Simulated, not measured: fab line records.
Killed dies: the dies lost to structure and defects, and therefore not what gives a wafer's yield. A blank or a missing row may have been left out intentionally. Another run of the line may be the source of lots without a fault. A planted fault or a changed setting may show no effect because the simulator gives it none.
fab line records    flow gf180mcu    part 1 of 2: steps 1 to 41 of 42
record lots=6  wafers=18  last_day=34
route steps=602 shown V1@339 M2@362 PASSIVATION@602
lots that met no fault: from a run of the same line without faults
start_h: hours from the record's opening day to when the first of the lot's shown wafers began    wait_h: hours since the lot's step before    " as in the row above    L1.1+2: a single row standing in for several wafers    - no value present, or no start provided    * or withheld: withheld    < > ~ a bound
route shown NAME@n: a module of which the file shows steps, and the number in the route of the first    usual: mean/standard deviation of fault-free wafers    same: alike in all rows    chamber/n: place in a boat    sites: per-site readings    _std_site: their standard deviation    _edge_site: mean of outer sites minus mean of inner sites    radius_mm: for every site, how far away it sits from the centre of the wafer    mask NAME#n: copy n    behind: the tool/chamber that last shaped the wafer    hold: reason for holding the lot/hours on hold/outcome of the hold    device: which transistor (n, p or np) failed to switch    end of line: at the end of the route, the tests of the same wafers    step lacking rows: just its recipe    killed: not the wafer's yield, but the dies lost to structure and defects at the first sort    map: the dies of a wafer, with x for killed, . for not killed, _ for no die there
set.NAME: the setting as run; set.NAME@STEP: as run at that earlier step    model.NAME: the simulator's own value behind a step, which no gauge read
lots at selected steps of the route; one table per step, one row per wafer
services: when a tool's chamber went out of use (start_h, in hours from the record's first day, below 0 if earlier), for how many hours, and the reason
## steps
# step GF_V1_CMP_04
# recipe material=SiO2  down_force_psi=4  platen_rpm=60  pad_velocity_m_s=0.94248
# step GF_V1_BOW_MEAS_05
# recipe mode=bow
# usual V1_BOW=80/7.2
lot.wafer  tool           chamber  start_h  wait_h  V1_BOW[um]
L387.1     film_metro-01  -        425.98   0.1     66
L387.4     "              -        "        "       72
L387.5     "              -        "        "       67
L393.1     film_metro-01  -        483.55   0.1     91
L393.4     "              -        "        "       86
L393.6     "              -        "        "       84
L397.3     film_metro-01  -        518.54   0.1     89
L397.4     "              -        "        "       88
L397.6     "              -        "        "       81
L399.1     film_metro-04  -        530.44   0.2     81
L399.4     "              -        "        "       66
L399.5     "              -        "        "       71
L401.2     film_metro-04  -        545.00   0.3     81
L401.5     "              -        "        "       95
L401.6     "              -        "        "       93
L404.1     film_metro-04  -        580.22   0.1     71
L404.3     "              -        "        "       90
L404.5     "              -        "        "       86
# step GF_V1_DEHYDRATE_06
# recipe temp_c=200  time_s=60
# step GF_V1_HMDS_07
# recipe prime_time_s=60  prime_temp_c=120
# step GF_V1_COAT_08
# recipe resist=BARC  temp_c=withheld  time_s=withheld  spin_rpm=withheld  resist_thk_nm=withheld
# step GF_V1_COAT_09
# recipe resist=KrF  spin_rpm=withheld  resist_thk_nm=1000
# step GF_V1_SOFTBAKE_10
# recipe temp_c=130  time_s=60  resist=KrF
# step GF_V1_EXPOSE_11
# recipe mask_id=Via1  target_cd_nm=260  na=0.68  source_shape=conventional  sigma_outer=0.6  dose_mj=38
# step GF_V1_PEB_12
# recipe peb_temp_c=135  peb_time_s=90  resist=KrF
# step GF_V1_DEVELOP_13
# recipe develop_time_s=60  resist=KrF  dev_temp_c=21
# step GF_V1_CD_MEAS_14
# recipe target_cd_nm=260
# usual cd_nm=259.8/1
lot.wafer  tool       chamber  start_h  wait_h  cd_nm
L387.1     cd_sem-01  -        450.40   0.1     259.3
L387.4     "          -        "        "       258.5
L387.5     "          -        "        "       259.2
L393.1     cd_sem-02  -        506.81   0.1     258.8
L393.4     "          -        "        "       260.5
L393.6     "          -        "        "       260.3
L397.3     cd_sem-02  -        541.06   0.1     261.5
L397.4     "          -        "        "       261.3
L397.6     "          -        "        "       261.5
L399.1     cd_sem-02  -        553.32   0.1     258.6
L399.4     "          -        "        "       258.2
L399.5     "          -        "        "       259.8
L401.2     cd_sem-02  -        567.32   0.1     259.6
L401.5     "          -        "        "       258.9
L401.6     "          -        "        "       259.1
L404.1     cd_sem-01  -        601.90   0.1     259.7
L404.3     "          -        "        "       259.3
L404.5     "          -        "        "       260.4
# step GF_V1_OVL_MEAS_15
# usual V1_OVL=-4/5.8
lot.wafer  tool        chamber  start_h  wait_h  V1_OVL[nm]
L387.1     overlay-01  -        450.52   0.1     -11
L387.4     "           -        "        "       -6
L387.5     "           -        "        "       -10
L393.1     overlay-02  -        506.93   0.1     6
L393.4     "           -        "        "       7
L393.6     "           -        "        "       8
L397.3     overlay-02  -        541.15   0.1     -11
L397.4     "           -        "        "       -5
L397.6     "           -        "        "       -8
L399.1     overlay-01  -        553.44   0.1     -9
L399.4     "           -        "        "       -6
L399.5     "           -        "        "       -5
L401.2     overlay-01  -        567.43   0.1     1
L401.5     "           -        "        "       -2
L401.6     "           -        "        "       -1
L404.1     overlay-02  -        602.02   0.1     -5
L404.3     "           -        "        "       -13
L404.5     "           -        "        "       -11
# step GF_V1_ETCH_16
# recipe chemistry=N2/H2  target_depth_a=withheld  overetch_a=withheld  time_s=withheld  target=BARC  ion_energy_ev=200  source_w=500  bias_w=100  pressure_mtorr=30  n2_flow_sccm=100  h2_flow_sccm=200
# usual drypump_motor_current_A=5.8/0.47  oes_product_au=0.854/0.0046  throttle_valve_pct=13.225/0.009
lot.wafer  tool         chamber  start_h  wait_h  drypump_motor_current_A  oes_product_au  throttle_valve_pct  model.V1.cd_nm
L387.1     rie_diel-03  1        450.56   0.0     6.7                      0.840           13.233              259.5
L387.4     "            2        "        "       6.2                      0.861           13.224              258.8
L387.5     "            3        "        "       6.1                      0.853           13.227              259.8
L393.1     rie_diel-04  3        506.97   0.0     5.2                      0.851           13.207              259
L393.4     "            1        "        "       5.9                      0.855           13.206              260.4
L393.6     "            0        "        "       6.2                      0.863           13.219              261.1
L397.3     rie_diel-02  1        541.17   0.0     6.2                      0.853           13.238              261.3
L397.4     "            2        "        "       5.3                      0.853           13.227              261.4
L397.6     "            2        "        "       5.3                      0.853           13.214              -
L399.1     rie_diel-03  3        553.47   0.0     6.1                      0.768           13.216              255.7
L399.4     "            0        "        "       5.4                      0.854           13.228              258.4
L399.5     "            3        "        "       6.1                      0.760           13.207              257
L401.2     rie_diel-03  3        567.46   0.0     6.1                      0.774           13.216              256.6
L401.5     "            2        "        "       6.2                      0.775           13.211              255.7
L401.6     "            3        "        "       6.1                      0.852           13.224              259
L404.1     rie_diel-04  3        602.06   0.0     5.2                      0.857           13.234              259.9
L404.3     "            0        "        "       6.2                      0.858           13.224              259.5
L404.5     "            0        "        "       6.2                      0.853           13.225              260.1
# step GF_V1_ETCH_17
# recipe chemistry=C4F8/O2/Ar  mask_material=KrF  target=SiO2  stop_on=TiN  source_w=1500  bias_w=1200  pressure_mtorr=40  c4f8_flow_sccm=withheld  O2_flow_sccm=6  Ar_flow_sccm=300  time_s=withheld  target_depth_a=6300
# usual oes_product_au=0.856/0.0046
lot.wafer  tool         chamber  start_h  wait_h  oes_product_au  model.V1.cd_nm
L387.1     rie_diel-03  1        -        -       0.856           259.3
L387.4     "            2        "        "       0.861           258.4
L387.5     "            3        "        "       0.856           259.4
L393.1     rie_diel-04  3        -        -       0.850           258.7
L393.4     "            1        "        "       0.863           260.1
L393.6     "            0        "        "       0.856           260.7
L397.3     rie_diel-02  1        -        -       0.853           261.5
L397.4     "            2        "        "       0.852           261.9
L397.6     "            2        "        "       0.856           262.1
L399.1     rie_diel-03  3        -        -       0.863           255.6
L399.4     "            0        "        "       0.860           258.6
L399.5     "            3        "        "       0.861           257.4
L401.2     rie_diel-03  3        -        -       0.856           256.3
L401.5     "            2        "        "       0.853           255.4
L401.6     "            3        "        "       0.869           258.7
L404.1     rie_diel-04  3        -        -       0.849           260.4
L404.3     "            0        "        "       0.845           259.8
L404.5     "            0        "        "       0.855           260.5
# step GF_V1_STRIP_18
# recipe chemistry=O2/N2  power_w=1400  pressure_mtorr=1500  platen_temp_c=250  o2_flow_sccm=3000  n2_flow_sccm=300  overash_fraction=0.5
# step GF_V1_STRIP_19
# recipe chemistry=post_etch_residue_remover  time_s=1200  temp_c=72.5
# step GF_V1_CLEAN_20
# recipe chemistry=DIW  dry=n2_spin
# step GF_V1_SPUTTER_21
# recipe material=Ti  target_thk_nm=15  chamber_pressure_pa=5  power_w=2500  substrate_temp_c=200  time_s=80.02
# step GF_V1_SPUTTER_22
# recipe material=TiN  target_thk_nm=10  chamber_pressure_pa=5  power_w=4000  time_s=40
# usual throttle_valve_pct=30.4/0.98
lot.wafer  tool            chamber  start_h  wait_h  throttle_valve_pct
L387.1     pvd_sputter-01  -        451.28   0.0     30.4
L387.4     "               -        "        "       31.8
L387.5     "               -        "        "       29.5
L393.1     pvd_sputter-01  -        507.70   0.0     31.8
L393.4     "               -        "        "       30.3
L393.6     "               -        "        "       31.7
L397.3     pvd_sputter-01  -        541.90   0.0     29.3
L397.4     "               -        "        "       29.3
L397.6     "               -        "        "       31.7
L399.1     pvd_sputter-04  -        554.20   0.0     31.0
L399.4     "               -        "        "       31.0
L399.5     "               -        "        "       31.1
L401.2     pvd_sputter-01  -        568.18   0.0     30.3
L401.5     "               -        "        "       29.3
L401.6     "               -        "        "       32.0
L404.1     pvd_sputter-04  -        602.78   0.0     31.0
L404.3     "               -        "        "       31.2
L404.5     "               -        "        "       30.0
# step GF_V1_CVD_23
# recipe material=W  target_thk_nm=350  time_s=105.05  temp_c=400  pressure_torr=40
# step GF_V1_RS_MEAS_24
# recipe thk_meas_gauge=four-point-probe  reads=W_of_V1_CVD_23+TiN_of_V1_SPUTTER_22+Ti_of_V1_SPUTTER_21
# usual V1_W_RS=0.327/0.0037
lot.wafer  tool           chamber  start_h  wait_h  V1_W_RS[ohm/sq]
L387.1     film_metro-04  -        451.44   0.1     0.325
L387.4     "              -        "        "       0.321
L387.5     "              -        "        "       0.324
L393.1     film_metro-04  -        507.85   0.1     0.326
L393.4     "              -        "        "       0.328
L393.6     "              -        "        "       0.322
L397.3     film_metro-04  -        542.09   0.1     0.326
L397.4     "              -        "        "       0.326
L397.6     "              -        "        "       0.325
L399.1     film_metro-04  -        554.35   0.1     0.327
L399.4     "              -        "        "       0.321
L399.5     "              -        "        "       0.325
L401.2     film_metro-03  -        568.35   0.1     0.324
L401.5     "              -        "        "       0.322
L401.6     "              -        "        "       0.323
L404.1     film_metro-04  -        602.93   0.1     0.326
L404.3     "              -        "        "       0.327
L404.5     "              -        "        "       0.328
# step GF_V1_THK_MEAS_25
# recipe thk_meas_gauge=xrf  reads=W_of_V1_CVD_23
# usual V1_W_THK=351/5.6
lot.wafer  tool           chamber  start_h  wait_h  V1_W_THK[nm]
L387.1     film_metro-04  -        451.56   0.1     356
L387.4     "              -        "        "       358
L387.5     "              -        "        "       358
L393.1     film_metro-04  -        507.97   0.1     358
L393.4     "              -        "        "       355
L393.6     "              -        "        "       361
L397.3     film_metro-04  -        542.19   0.1     354
L397.4     "              -        "        "       358
L397.6     "              -        "        "       357
L399.1     film_metro-04  -        554.47   0.1     355
L399.4     "              -        "        "       363
L399.5     "              -        "        "       356
L401.2     film_metro-03  -        568.46   0.1     349
L401.5     "              -        "        "       353
L401.6     "              -        "        "       352
L404.1     film_metro-04  -        603.05   0.1     354
L404.3     "              -        "        "       355
L404.5     "              -        "        "       353
# step GF_V1_CMP_26
# recipe stop_on=SiO2  down_force_psi=3.5  platen_rpm=60  t_overpolish_s=15  target_thk_nm=0  pad_velocity_m_s=0.94248
# step GF_M2_SPUTTER_00
# recipe material=Ti  target_thk_nm=37.5  arriving_ion_energy_ev=80  substrate_temp_c=200  chamber_pressure_pa=2  power_w=4000  time_s=150
# step GF_M2_SPUTTER_01
# recipe material=TiN  target_thk_nm=30  power_w=6500  time_s=25  chamber_pressure_pa=0.4
# step GF_M2_SPUTTER_02
# recipe material=AlCu  target_thk_nm=450  power_w=10600  time_s=23.9  chamber_pressure_pa=0.4
# usual throttle_valve_pct=30.2/0.8
lot.wafer  tool            chamber  start_h  wait_h  throttle_valve_pct
L387.1     pvd_sputter-04  -        452.05   0.0     31.4
L387.4     "               -        "        "       29.8
L387.5     "               -        "        "       30.8
L393.1     pvd_sputter-03  -        508.46   0.0     29.0
L393.4     "               -        "        "       30.4
L393.6     "               -        "        "       30.0
L397.3     pvd_sputter-03  -        542.66   0.0     29.9
L397.4     "               -        "        "       29.2
L397.6     "               -        "        "       30.4
L399.1     pvd_sputter-03  -        554.96   0.0     30.3
L399.4     "               -        "        "       30.6
L399.5     "               -        "        "       30.2
L401.2     pvd_sputter-01  -        568.94   0.0     29.3
L401.5     "               -        "        "       29.2
L401.6     "               -        "        "       31.7
L404.1     pvd_sputter-03  -        603.54   0.0     29.2
L404.3     "               -        "        "       30.4
L404.5     "               -        "        "       30.7
# step GF_M2_SPUTTER_03
# recipe material=Ti  target_thk_nm=10  substrate_temp_c=300  chamber_pressure_pa=0.3  power_w=3000  time_s=6.7
# usual throttle_valve_pct=30.2/0.82
lot.wafer  tool            chamber  start_h  wait_h  throttle_valve_pct
L387.1     pvd_sputter-04  -        452.08   0.0     31.2
L387.4     "               -        "        "       30.1
L387.5     "               -        "        "       31.0
L393.1     pvd_sputter-03  -        508.49   0.0     28.9
L393.4     "               -        "        "       30.2
L393.6     "               -        "        "       29.9
L397.3     pvd_sputter-03  -        542.69   0.0     30.0
L397.4     "               -        "        "       29.1
L397.6     "               -        "        "       30.6
L399.1     pvd_sputter-03  -        554.99   0.0     29.9
L399.4     "               -        "        "       30.3
L399.5     "               -        "        "       30.2
L401.2     pvd_sputter-01  -        568.97   0.0     29.3
L401.5     "               -        "        "       29.4
L401.6     "               -        "        "       31.6
L404.1     pvd_sputter-03  -        603.57   0.0     28.9
L404.3     "               -        "        "       30.4
L404.5     "               -        "        "       30.6
# step GF_M2_SPUTTER_04
# recipe material=TiN  target_thk_nm=50  power_w=6500  time_s=41.7  chamber_pressure_pa=0.4
# usual throttle_valve_pct=30.2/0.85
lot.wafer  tool            chamber  start_h  wait_h  throttle_valve_pct
L387.1     pvd_sputter-04  -        452.10   0.0     30.8
L387.4     "               -        "        "       29.9
L387.5     "               -        "        "       31.0
L393.1     pvd_sputter-03  -        508.51   0.0     29.0
L393.4     "               -        "        "       30.8
L393.6     "               -        "        "       30.3
L397.3     pvd_sputter-03  -        542.71   0.0     29.8
L397.4     "               -        "        "       28.9
L397.6     "               -        "        "       30.5
L399.1     pvd_sputter-03  -        555.01   0.0     30.2
L399.4     "               -        "        "       30.7
L399.5     "               -        "        "       30.1
L401.2     pvd_sputter-01  -        569.00   0.0     29.4
L401.5     "               -        "        "       29.1
L401.6     "               -        "        "       32.0
L404.1     pvd_sputter-03  -        603.59   0.0     28.9
L404.3     "               -        "        "       30.4
L404.5     "               -        "        "       30.6
# step GF_M2_RS_MEAS_05
# recipe thk_meas_gauge=four-point-probe  reads=TiN_of_M2_SPUTTER_04+Ti_of_M2_SPUTTER_03+AlCu_of_M2_SPUTTER_02+TiN_of_M2_SPUTTER_01+Ti_of_M2_SPUTTER_00
# usual M2_ALCU_RS=0.0699/0.0008
lot.wafer  tool           chamber  start_h  wait_h  M2_ALCU_RS[ohm/sq]
L387.1     film_metro-02  -        452.14   0.0     0.0705
L387.4     "              -        "        "       0.0706
L387.5     "              -        "        "       0.0698
L393.1     film_metro-01  -        508.55   0.0     0.0707
L393.4     "              -        "        "       0.0708
L393.6     "              -        "        "       0.0706
L397.3     film_metro-02  -        542.79   0.1     0.0699
L397.4     "              -        "        "       0.0701
L397.6     "              -        "        "       0.0697
L399.1     film_metro-02  -        555.05   0.0     0.0698
L399.4     "              -        "        "       0.0693
L399.5     "              -        "        "       0.0695
L401.2     film_metro-02  -        569.05   0.0     0.0700
L401.5     "              -        "        "       0.0697
L401.6     "              -        "        "       0.0694
L404.1     film_metro-02  -        603.63   0.0     0.0696
L404.3     "              -        "        "       0.0693
L404.5     "              -        "        "       0.0688
# step GF_M2_THK_MEAS_06
# recipe thk_meas_gauge=xrf  reads=AlCu_of_M2_SPUTTER_02
# usual M2_ALCU_THK=453/5.5
lot.wafer  tool           chamber  start_h  wait_h  M2_ALCU_THK[nm]
L387.1     film_metro-02  -        452.26   0.1     451
L387.4     "              -        "        "       448
L387.5     "              -        "        "       454
L393.1     film_metro-01  -        508.67   0.1     451
L393.4     "              -        "        "       450
L393.6     "              -        "        "       454
L397.3     film_metro-02  -        542.89   0.1     455
L397.4     "              -        "        "       451
L397.6     "              -        "        "       455
L399.1     film_metro-02  -        555.17   0.1     452
L399.4     "              -        "        "       456
L399.5     "              -        "        "       452
L401.2     film_metro-02  -        569.16   0.1     450
L401.5     "              -        "        "       452
L401.6     "              -        "        "       456
L404.1     film_metro-02  -        603.75   0.1     454
L404.3     "              -        "        "       457
L404.5     "              -        "        "       461
# step GF_M2_DEHYDRATE_07
# recipe temp_c=200  time_s=60
# step GF_M2_HMDS_08
# recipe prime_time_s=60  prime_temp_c=120
# step GF_M2_COAT_09
# recipe resist=KrF  spin_rpm=withheld  resist_thk_nm=1014
# step GF_M2_SOFTBAKE_10
# recipe temp_c=130  time_s=60  resist=KrF
# step GF_M2_EXPOSE_11
# recipe mask_id=Metal2  target_cd_nm=280  na=0.68  source_shape=conventional  sigma_outer=0.6  dose_mj=28
# step GF_M2_PEB_12
# recipe peb_temp_c=135  peb_time_s=90  resist=KrF
# step GF_M2_DEVELOP_13
# recipe develop_time_s=60  dev_temp_c=21
# step GF_M2_CD_MEAS_14
# recipe target_cd_nm=280
# usual cd_nm=280.3/1.4
lot.wafer  tool       chamber  start_h  wait_h  cd_nm
L387.1     cd_sem-02  -        476.52   0.1     279.6
L387.4     "          -        "        "       279.3
L387.5     "          -        "        "       279.3
L393.1     cd_sem-02  -        531.35   0.1     282.2
L393.4     "          -        "        "       282.2
L393.6     "          -        "        "       282.5
L397.3     cd_sem-02  -        564.45   0.1     277.8
L397.4     "          -        "        "       278.7
L397.6     "          -        "        "       278.3
L399.1     cd_sem-02  -        577.29   0.2     285.3
L399.4     "          -        "        "       284.1
L399.5     "          -        "        "       284.5
L401.2     cd_sem-02  -        589.87   0.1     288.1
L401.5     "          -        "        "       288.0
L401.6     "          -        "        "       288.5
L404.1     cd_sem-01  -        623.55   0.1     278.5
L404.3     "          -        "        "       278.6
L404.5     "          -        "        "       279.1
# step GF_M2_OVL_MEAS_15
# usual M2_OVL=1/6.5
lot.wafer  tool        chamber  start_h  wait_h  M2_OVL[nm]
L387.1     overlay-01  -        476.64   0.1     -5
L387.4     "           -        "        "       -5
L387.5     "           -        "        "       -4
L393.1     overlay-01  -        531.47   0.1     0
L393.4     "           -        "        "       -6
L393.6     "           -        "        "       -6
L397.3     overlay-02  -        564.55   0.1     -5
L397.4     "           -        "        "       4
L397.6     "           -        "        "       1
L399.1     overlay-01  -        577.41   0.1     -2
L399.4     "           -        "        "       1
L399.5     "           -        "        "       5
L401.2     overlay-01  -        589.97   0.1     6
L401.5     "           -        "        "       11
L401.6     "           -        "        "       5
L404.1     overlay-01  -        623.67   0.1     7
L404.3     "           -        "        "       8
L404.5     "           -        "        "       10
# step GF_M2_METAL_ETCH_16
# recipe chemistry=Cl2/BCl3  mask_material=KrF  target_depth_nm=627.5  stop_on=SiO2  pressure_mtorr=8  icp_w=782.1  bias_w=140  Cl2_flow_sccm=80  bcl3_flow_sccm=40  time_s=104.6
# usual drypump_motor_current_A=5.7/0.3  he_backside_leak_sccm=3.3/0.33  oes_product_au=0.969/0.0059  throttle_valve_pct=28.254/0.01
lot.wafer  tool          chamber  start_h  wait_h  drypump_motor_current_A  he_backside_leak_sccm  oes_product_au  rf_hours_counter_h  throttle_valve_pct  model.M2.cd_nm
L387.1     rie_metal-02  1        476.67   0.0     5.6                      3.1                    0.967           7                   28.258              283.6
L387.4     "             1        "        "       5.6                      3.0                    0.966           -                   28.256              282.5
L387.5     "             1        "        "       5.6                      3.0                    0.971           -                   28.246              281.3
L393.1     rie_metal-04  1        531.50   0.0     5.3                      3.4                    0.971           5                   28.248              285.5
L393.4     "             0        "        "       6.2                      3.1                    0.965           -                   28.250              284.2
L393.6     "             0        "        "       6.2                      3.4                    0.970           -                   28.252              282
L397.3     rie_metal-02  1        564.61   0.1     5.6                      3.3                    0.975           -                   28.247              280.9
L397.4     "             0        "        "       5.5                      3.0                    0.963           -                   28.239              280
L397.6     "             1        "        "       5.7                      3.3                    0.964           -                   28.250              280
L399.1     rie_metal-04  1        577.44   0.0     5.3                      2.9                    0.983           6                   28.255              288.7
L399.4     "             0        "        "       6.2                      3.3                    0.983           -                   28.250              281.4
L399.5     "             1        "        "       5.3                      3.2                    0.969           -                   28.251              287.1
L401.2     rie_metal-02  1        590.00   0.0     5.6                      3.3                    0.969           10                  28.260              288.1
L401.5     "             1        "        "       5.6                      3.3                    0.968           -                   28.236              289.6
L401.6     "             0        "        "       5.5                      3.1                    0.977           -                   28.265              289.5
L404.1     rie_metal-02  1        623.70   0.0     5.6                      3.3                    0.965           11                  28.244              281.7
L404.3     "             1        "        "       5.6                      3.2                    0.965           -                   28.255              280.6
L404.5     "             1        "        "       5.6                      3.2                    0.975           -                   28.265              282.9
# step GF_M2_STRIP_17
# recipe chemistry=O2/N2  power_w=1400  pressure_mtorr=1500  platen_temp_c=250  o2_flow_sccm=3000  n2_flow_sccm=300  overash_fraction=0.5
# usual drypump_motor_current_A=5.9/0.31  heater_power_w=360/37  oes_product_au=0.564/0.0048  platen_temp_c=250.01/0.19  strip_time_to_endpoint_s=8.04/0.041
lot.wafer  tool             chamber  start_h  wait_h  drypump_motor_current_A  heater_power_w  oes_product_au  platen_temp_c  rf_hours_counter_h  strip_time_to_endpoint_s
L387.1     plasma_asher-03  0        476.90   0.2     6.1                      358             0.568           250.13         81                  8.10
L387.4     "                0        "        "       6.1                      368             0.563           250.13         -                   8.09
L387.5     "                1        "        "       5.9                      314             0.560           250.23         -                   8.11
L393.1     plasma_asher-01  1        531.62   0.1     5.1                      378             0.571           249.76         77                  8.09
L393.4     "                1        "        "       5.1                      394             0.559           250.24         -                   8.03
L393.6     "                0        "        "       5.6                      296             0.560           249.74         -                   8.03
L397.3     plasma_asher-02  0        564.71   0.1     5.9                      374             0.562           250.05         -                   8.03
L397.4     "                1        "        "       6.3                      413             0.552           250.11         -                   8.01
L397.6     "                0        "        "       5.9                      377             0.568           249.87         -                   8.05
L399.1     plasma_asher-02  1        577.56   0.1     6.2                      408             0.568           249.85         15                  8.08
L399.4     "                1        "        "       6.2                      409             0.562           249.80         -                   8.04
L399.5     "                1        "        "       6.2                      407             0.564           250.05         -                   8.03
L401.2     plasma_asher-03  0        590.12   0.1     6.1                      369             0.566           250.12         93                  8.05
L401.5     "                0        "        "       6.1                      369             0.568           250.11         -                   8.06
L401.6     "                1        "        "       6.0                      312             0.564           250.08         -                   7.98
L404.1     plasma_asher-03  0        623.93   0.2     6.1                      365             0.567           249.84         95                  8.07
L404.3     "                0        "        "       6.1                      353             0.565           249.81         -                   8.08
L404.5     "                1        "        "       5.9                      313             0.570           250.08         -                   8.09
## key
first_sign step=GF_V1_ETCH_16  reading=oes_product_au  direction=down  sigmas=18  usual=0.854  struck=0.769
effect none on later readings
model_effect step=GF_V1_ETCH_16  value=V1.cd_nm  without=259.6  struck=256.4
model_effect step=GF_V1_ETCH_17  value=V1.cd_nm  without=259.3  struck=256.2
model_effect step=GF_M2_METAL_ETCH_16  value=M2.cd_nm  without=281.3  struck=288.4
model_effect step=GF_PASSIVATION_PROBE_99  value=etest.tester.sort_n_pass  without=447  struck=0
met_at GF_V1_ETCH_16
struck_wafers L399.1,L399.5,L401.2,L401.5
loop_trim step=GF_M2_EXPOSE_11  setting=dose  lots=L399,L401
onset_between 450.56 553.47
fault kind=process_parameter_drift  tool=rie_diel-03  chamber=-  onset_h=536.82  steps=GF_V1_ETCH_16  channel=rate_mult  offset=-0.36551  shape=step  end_h=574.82  scope=struck_wafers_only
# loop_trim: a control loop set the setting to another value than it would have without faults
